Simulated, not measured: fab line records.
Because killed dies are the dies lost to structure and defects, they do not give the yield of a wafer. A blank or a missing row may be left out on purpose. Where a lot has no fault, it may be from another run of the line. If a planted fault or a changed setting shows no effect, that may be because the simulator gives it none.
Which tool is to blame? || flow gf180mcu || 12 lots with 36 wafers sampled at 5 steps, on a route of 602 steps

## WHAT EACH GAUGE READ, for each wafer
GF_M5_CD_MEAS_07 targets a cd of 280 nm. Usual: 280.2 nm for cd-nm, sd 1.1.
{"lot": "L965", "measured": "day 26 01:43", "on": "cd-sem-02", "cd-nm (nm)": "279.4 280.4 280.6", "flag": ""}
{"lot": "L966", "measured": "day 26 11:26", "on": "cd-sem-01", "cd-nm (nm)": "283.6 282.9 281.2", "flag": ""}
{"lot": "L967", "measured": "day 26 21:14", "on": "cd-sem-02", "cd-nm (nm)": "280.1 279.7 279.5", "flag": ""}
{"lot": "L971", "measured": "day 28 03:02", "on": "cd-sem-02", "cd-nm (nm)": "280.8 282.0 281.5", "flag": ""}
{"lot": "L976", "measured": "day 29 22:23", "on": "cd-sem-01", "cd-nm (nm)": "278.9 278.8 278.8", "flag": ""}
{"lot": "L977", "measured": "day 30 00:38", "on": "cd-sem-01", "cd-nm (nm)": "281.3 281.5 282.2", "flag": ""}
{"lot": "L979", "measured": "day 30 14:16", "on": "cd-sem-01", "cd-nm (nm)": "280.2 280.5 279.5", "flag": ""}
{"lot": "L982", "measured": "day 31 06:01", "on": "cd-sem-02", "cd-nm (nm)": "281.0 278.8 280.3", "flag": ""}
{"lot": "L984", "measured": "day 31 18:59", "on": "cd-sem-01", "cd-nm (nm)": "277.7 278.3 277.8", "flag": ""}
{"lot": "L985", "measured": "day 32 01:26", "on": "cd-sem-01", "cd-nm (nm)": "280.5 280.4 279.7", "flag": ""}
{"lot": "L986", "measured": "day 32 03:59", "on": "cd-sem-01", "cd-nm (nm)": "278.4 278.2 279.5", "flag": ""}
{"lot": "L987", "measured": "day 32 13:13", "on": "cd-sem-02", "cd-nm (nm)": "281.1 279.7 281.0", "flag": ""}

GF_V5_OVL_MEAS_15. Usual: V5_OVL -1 nm, standard deviation 4.9.
{"lot": "L965", "measured": "day 26 23:31", "on": "overlay-01", "V5_OVL (nm)": "9 6 5", "flag": ""}
{"lot": "L966", "measured": "day 27 09:10", "on": "overlay-01", "V5_OVL (nm)": "1 2 0", "flag": ""}
{"lot": "L967", "measured": "day 27 18:50", "on": "overlay-01", "V5_OVL (nm)": "-1 -3 -6", "flag": ""}
{"lot": "L971", "measured": "day 29 00:44", "on": "overlay-02", "V5_OVL (nm)": "0 -3 0", "flag": ""}
{"lot": "L976", "measured": "day 30 18:13", "on": "overlay-02", "V5_OVL (nm)": "2 3 3", "flag": ""}
{"lot": "L977", "measured": "day 30 20:08", "on": "overlay-01", "V5_OVL (nm)": "-3 -2 0", "flag": ""}
{"lot": "L979", "measured": "day 31 09:31", "on": "overlay-01", "V5_OVL (nm)": "-3 -4 -7", "flag": ""}
{"lot": "L982", "measured": "day 32 00:17", "on": "overlay-02", "V5_OVL (nm)": "-2 -2 0", "flag": ""}
{"lot": "L984", "measured": "day 32 13:31", "on": "overlay-01", "V5_OVL (nm)": "-2 4 2", "flag": ""}
{"lot": "L985", "measured": "day 32 19:31", "on": "overlay-02", "V5_OVL (nm)": "0 2 0", "flag": ""}
{"lot": "L986", "measured": "day 32 21:46", "on": "overlay-02", "V5_OVL (nm)": "1 5 0", "flag": ""}
{"lot": "L987", "measured": "day 33 07:06", "on": "overlay-01", "V5_OVL (nm)": "5 -2 4", "flag": ""}

GF_TOP_METAL_CD_MEAS_14 targets a cd of 440 nm. Usual: 440.1 nm for cd-nm, sd 2.3.
{"lot": "L965", "measured": "day 27 20:49", "on": "cd-sem-02", "cd-nm (nm)": "437.3 439.4 439.9", "flag": ""}
{"lot": "L966", "measured": "day 28 06:59", "on": "cd-sem-02", "cd-nm (nm)": "438.5 437.7 438.9", "flag": ""}
{"lot": "L967", "measured": "day 28 15:50", "on": "cd-sem-02", "cd-nm (nm)": "439.9 435.9 439.0", "flag": ""}
{"lot": "L971", "measured": "day 29 21:19", "on": "cd-sem-02", "cd-nm (nm)": "440.2 440.4 437.6", "flag": ""}
{"lot": "L976", "measured": "day 31 13:43", "on": "cd-sem-02", "cd-nm (nm)": "433.0 417.4 411.7", "flag": "OFF"}
{"lot": "L977", "measured": "day 31 15:04", "on": "cd-sem-02", "cd-nm (nm)": "426.4 423.6 428.5", "flag": "OFF"}
{"lot": "L979", "measured": "day 32 03:40", "on": "cd-sem-01", "cd-nm (nm)": "444.1 443.3 443.1", "flag": ""}
{"lot": "L982", "measured": "day 32 18:16", "on": "cd-sem-02", "cd-nm (nm)": "438.8 439.7 438.9", "flag": ""}
{"lot": "L984", "measured": "day 33 07:31", "on": "cd-sem-01", "cd-nm (nm)": "436.6 436.7 436.5", "flag": ""}
{"lot": "L985", "measured": "day 33 12:10", "on": "cd-sem-01", "cd-nm (nm)": "442.3 438.3 440.5", "flag": ""}
{"lot": "L986", "measured": "day 33 15:02", "on": "cd-sem-01", "cd-nm (nm)": "440.7 441.0 440.6", "flag": ""}
{"lot": "L987", "measured": "day 34 00:04", "on": "cd-sem-02", "cd-nm (nm)": "442.5 440.6 440.7", "flag": ""}

## WHICH TOOL RAN EACH LOT (tool, then ch and the chambers of the sampled wafers, then the start)
{"lot": "L965", "GF_V5_CMP_04": "cmp-02 ch 2,3, day 26 02:50", "GF_TOP_METAL_EXPOSE_11": "iline-stepper-01 ch 0, day 27 11:22"}
{"lot": "L966", "GF_V5_CMP_04": "cmp-01 ch 0,1,2, day 26 12:36", "GF_TOP_METAL_EXPOSE_11": "iline-stepper-02 ch 0, day 27 21:07"}
{"lot": "L967", "GF_V5_CMP_04": "cmp-02 ch 1,2,3, day 26 22:24", "GF_TOP_METAL_EXPOSE_11": "iline-stepper-02 ch 0, day 28 06:22"}
{"lot": "L971", "GF_V5_CMP_04": "cmp-02 ch 1,2, day 28 04:23", "GF_TOP_METAL_EXPOSE_11": "iline-stepper-02 ch 0, day 29 11:59"}
{"lot": "L976", "GF_V5_CMP_04": "cmp-02 ch 1,2, day 29 23:33", "GF_TOP_METAL_EXPOSE_11": "iline-stepper-01 ch 0, day 31 04:49"}
{"lot": "L977", "GF_V5_CMP_04": "cmp-01 ch 0,1,3, day 30 01:55", "GF_TOP_METAL_EXPOSE_11": "iline-stepper-01 ch 0, day 31 06:31"}
{"lot": "L979", "GF_V5_CMP_04": "cmp-02 ch 1,2,3, day 30 15:22", "GF_TOP_METAL_EXPOSE_11": "iline-stepper-02 ch 0, day 31 19:44"}
{"lot": "L982", "GF_V5_CMP_04": "cmp-02 ch 0,2,3, day 31 07:12", "GF_TOP_METAL_EXPOSE_11": "iline-stepper-02 ch 0, day 32 10:53"}
{"lot": "L984", "GF_V5_CMP_04": "cmp-02 ch 1,2, day 31 20:10", "GF_TOP_METAL_EXPOSE_11": "iline-stepper-02 ch 0, day 32 23:53"}
{"lot": "L985", "GF_V5_CMP_04": "cmp-02 ch 1,2,3, day 32 02:36", "GF_TOP_METAL_EXPOSE_11": "iline-stepper-02 ch 0, day 33 05:17"}
{"lot": "L986", "GF_V5_CMP_04": "cmp-02 ch 0,3, day 32 05:07", "GF_TOP_METAL_EXPOSE_11": "iline-stepper-02 ch 0, day 33 07:35"}
{"lot": "L987", "GF_V5_CMP_04": "cmp-02 ch 1,2,3, day 32 14:26", "GF_TOP_METAL_EXPOSE_11": "iline-stepper-02 ch 0, day 33 16:39"}
- GF_V5_CMP_04: polishes SiO2.
- GF_TOP_METAL_EXPOSE_11: exposes mask MetalTop, target cd 440 nm.

## AS READ BY THE TOOLS THEMSELVES (means over the sampled wafers that have a number; for cases with no such wafer, the mark the record gives instead)
GF_V5_CMP_04. Usual: motor-current-A 11.9 A, standard deviation 0.67; retaining-ring-pressure-frac 1.001, standard deviation 0.0051.
{"lot": "L965", "tool": "cmp-02", "motor-current-A (A)": 11.6, "retaining-ring-pressure-frac": 0.999, "flag": ""}
{"lot": "L966", "tool": "cmp-01", "motor-current-A (A)": 11.9, "retaining-ring-pressure-frac": 0.999, "flag": ""}
{"lot": "L967", "tool": "cmp-02", "motor-current-A (A)": 11.9, "retaining-ring-pressure-frac": 1.002, "flag": ""}
{"lot": "L971", "tool": "cmp-02", "motor-current-A (A)": 11.4, "retaining-ring-pressure-frac": 1.003, "flag": ""}
{"lot": "L976", "tool": "cmp-02", "motor-current-A (A)": 11.5, "retaining-ring-pressure-frac": 0.999, "flag": ""}
{"lot": "L977", "tool": "cmp-01", "motor-current-A (A)": 11.9, "retaining-ring-pressure-frac": 1.004, "flag": ""}
{"lot": "L979", "tool": "cmp-02", "motor-current-A (A)": 11.7, "retaining-ring-pressure-frac": 1.005, "flag": ""}
{"lot": "L982", "tool": "cmp-02", "motor-current-A (A)": 11.9, "retaining-ring-pressure-frac": 0.998, "flag": ""}
{"lot": "L984", "tool": "cmp-02", "motor-current-A (A)": 11.7, "retaining-ring-pressure-frac": 0.998, "flag": ""}
{"lot": "L985", "tool": "cmp-02", "motor-current-A (A)": 11.9, "retaining-ring-pressure-frac": 1.000, "flag": ""}
{"lot": "L986", "tool": "cmp-02", "motor-current-A (A)": 11.7, "retaining-ring-pressure-frac": 0.998, "flag": ""}
{"lot": "L987", "tool": "cmp-02", "motor-current-A (A)": 11.8, "retaining-ring-pressure-frac": 0.998, "flag": ""}

GF_TOP_METAL_EXPOSE_11. Usual: 23.01 C for reticle-temp-C, sd 0.11.
{"lot": "L965", "tool": "iline-stepper-01", "reticle-temp-C (C)": 23.12, "flag": ""}
{"lot": "L966", "tool": "iline-stepper-02", "reticle-temp-C (C)": 22.92, "flag": ""}
{"lot": "L967", "tool": "iline-stepper-02", "reticle-temp-C (C)": 22.98, "flag": ""}
{"lot": "L971", "tool": "iline-stepper-02", "reticle-temp-C (C)": 22.91, "flag": ""}
{"lot": "L976", "tool": "iline-stepper-01", "reticle-temp-C (C)": 23.01, "flag": ""}
{"lot": "L977", "tool": "iline-stepper-01", "reticle-temp-C (C)": 23.06, "flag": ""}
{"lot": "L979", "tool": "iline-stepper-02", "reticle-temp-C (C)": 23.04, "flag": ""}
{"lot": "L982", "tool": "iline-stepper-02", "reticle-temp-C (C)": 23.06, "flag": ""}
{"lot": "L984", "tool": "iline-stepper-02", "reticle-temp-C (C)": 23.09, "flag": ""}
{"lot": "L985", "tool": "iline-stepper-02", "reticle-temp-C (C)": 22.88, "flag": ""}
{"lot": "L986", "tool": "iline-stepper-02", "reticle-temp-C (C)": 23.00, "flag": ""}
{"lot": "L987", "tool": "iline-stepper-02", "reticle-temp-C (C)": 23.01, "flag": ""}

## THE ANSWER, worked out from the rows above alone
Rule: a lot is off if the mean of its wafers that have a number lies more than 3 standard deviations from the usual mean. A lot without any number at a reading at which 4 lots or more have one is off too. The other lots that the step has rows for count as sound. Order of review: gauges by route order, followed by the tools' own readings, for which a lot's mean as printed above is used. The first step at which some lot is off is used, and at that step the reading that is off furthest; a lot without a number counts as furthest.
Off: L976, L977 (GF_TOP_METAL_CD_MEAS_14, cd-nm).
A tool fits if, at a process step before that reading, it ran every lot that is off, and no sound lot after the first of them. Those tools and the gauges at GF_TOP_METAL_CD_MEAS_14 are tried in the same way. One fits: GF_TOP_METAL_EXPOSE_11 on iline-stepper-01. Its last sound lot is L965 (day 27 11:22), its first lot that is off L976 (day 31 04:49): a fault that began between those two fits.

## WHAT WAS PUT IN BY THE SIMULATOR
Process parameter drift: iline-stepper-01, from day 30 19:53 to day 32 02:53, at GF_TOP_METAL_EXPOSE_11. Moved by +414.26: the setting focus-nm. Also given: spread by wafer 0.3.
Shown lots that were struck: L976, L977. The rule given above showed the same thing.
